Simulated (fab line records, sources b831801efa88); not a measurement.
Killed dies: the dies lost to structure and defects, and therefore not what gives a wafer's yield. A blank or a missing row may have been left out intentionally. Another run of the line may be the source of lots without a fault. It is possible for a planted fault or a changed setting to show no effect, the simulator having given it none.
Comparing a struck lot with a sound one -- flow gf180mcu -- 21 out of 602 route steps
Sound: the wafers L345.2, L345.5, L345.6. Wafers L346.3, L346.4, L346.6 were the ones struck. At the end, the cause is stated.
For every step that has rows: the tool of each side, followed by ch and its chambers, followed by its first start. Under that, the readings that differ: sound wafers -- struck wafers -- difference of the means -- sigmas: that difference in standard deviations of wafers without a fault.
alike: a reading whose means differ by less than 2 such deviations, as well as words and numbers matching on both sides. not compared: withheld readings; readings where some wafer has no value; bounds like >300 that might hide an equal value; numbers whose values overlap and for which the record gives no deviation.
Wherever a step has rows on one side only, a row that says differs or no value, or a row with sigmas, the two part there. Numbers that don't overlap but have no deviation are shown without sigmas and don't part them. A reading missing from all wafers of one side parts the sides only when that side holds two or more wafers.

first, 4 steps without rows for these wafers: GF_VT_IMPLANT_SOFTBAKE_14 (time 60 s); GF_VT_IMPLANT_EXPOSE_15 (exposes mask Nwell LV AREA, target cd 860 nm); GF_VT_IMPLANT_PEB_16; GF_VT_IMPLANT_DEVELOP_17 (develop time 60 s).
GF_VT_IMPLANT_OVL_MEAS_18:
  sound on overlay-02, day 6 14:03; struck on overlay-02, day 6 20:33
  alike: VT_IMPLANT_01_OVL
after that, 1 step had no rows for these wafers: GF_VT_IMPLANT_IMPLANT_19.
GF_VT_IMPLANT_STRIP_20: strips in O2/N2.
  sound on plasma_asher-02 ch 0,1, day 6 14:14; struck on plasma_asher-04 ch 0,1, day 6 20:46
  alike: drypump_motor_current_A, heater_power_w, oes_product_au, strip_time_to_endpoint_s
  not compared: rf_hours_counter_h
GF_VT_IMPLANT_TW_MEAS_21:
  sound on film_metro-03, day 6 14:20; struck on film_metro-01, day 6 20:50
reading,sound,struck,difference,sigmas
VT_IMPLANT_2_TW,1197 1200 1200,1222 1224 1225,+25,+2
then, 4 steps without rows for these wafers: GF_VT_IMPLANT_DEHYDRATE_22 (time 60 s); GF_VT_IMPLANT_HMDS_23 (prime time 60 s); GF_VT_IMPLANT_COAT_24 (resist thk 1000 nm); GF_VT_IMPLANT_SOFTBAKE_25 (time 60 s).
GF_VT_IMPLANT_EXPOSE_26: exposes mask LVPWELL HV AREA, target cd 860 nm.
  sound on iline_stepper-01 ch 0, day 6 22:56; struck on iline_stepper-02 ch 0, day 7 04:27
reading,sound,struck,difference,sigmas
mask,LVPWELL_HV_AREA#0 LVPWELL_HV_AREA#0 LVPWELL_HV_AREA#0,LVPWELL_LV_AREA#0 LVPWELL_LV_AREA#0 LVPWELL_LV_AREA#0,differs,
  alike: stage_vel_mm_s
then, 2 steps without rows for these wafers: GF_VT_IMPLANT_PEB_27; GF_VT_IMPLANT_DEVELOP_28 (develop time 60 s).
GF_VT_IMPLANT_OVL_MEAS_29:
  sound on overlay-02, day 7 05:57; struck on overlay-02, day 7 11:24
reading,sound,struck,difference,sigmas
VT_IMPLANT_02_OVL (nm),3.0 2.7 2.0,- - -,no value on the struck wafers,
after that, 1 step had no rows for these wafers: GF_VT_IMPLANT_IMPLANT_30.
GF_VT_IMPLANT_STRIP_31: strips in O2/N2.
  sound on plasma_asher-04 ch 0,1, day 7 06:08; struck on plasma_asher-03 ch 0,1, day 7 11:37
reading,sound,struck,difference,sigmas
strip_time_to_endpoint_s (s),12.57 12.59 12.59,12.68 12.66 12.64,+0.08,+2
  alike: drypump_motor_current_A, heater_power_w, oes_product_au
  not compared: rf_hours_counter_h
GF_VT_IMPLANT_TW_MEAS_32:
  sound on film_metro-01, day 7 06:14; struck on film_metro-04, day 7 11:42
reading,sound,struck,difference,sigmas
VT_IMPLANT_3_TW,269.8 270.3 270.6,29.3 29.4 29.5,-240.8,-86
then, 1 step without rows for these wafers: GF_VT_IMPLANT_DEHYDRATE_33 (time 60 s).
-- here the record skips 22 days between the struck wafers' starts before and after, leaving off in module VT_IMPLANT and picking up in module PASSIVATION (first step shown: number 602 of the route) --
GF_PASSIVATION_PROBE_99:
  the record has rows for the struck wafers here (prober-02, day 29 17:08) and none for the sound ones

## WHERE THEY PART
Last at GF_PASSIVATION_PROBE_99 as far as this record goes, first at GF_VT_IMPLANT_TW_MEAS_21.

WHY: what the simulator had put in
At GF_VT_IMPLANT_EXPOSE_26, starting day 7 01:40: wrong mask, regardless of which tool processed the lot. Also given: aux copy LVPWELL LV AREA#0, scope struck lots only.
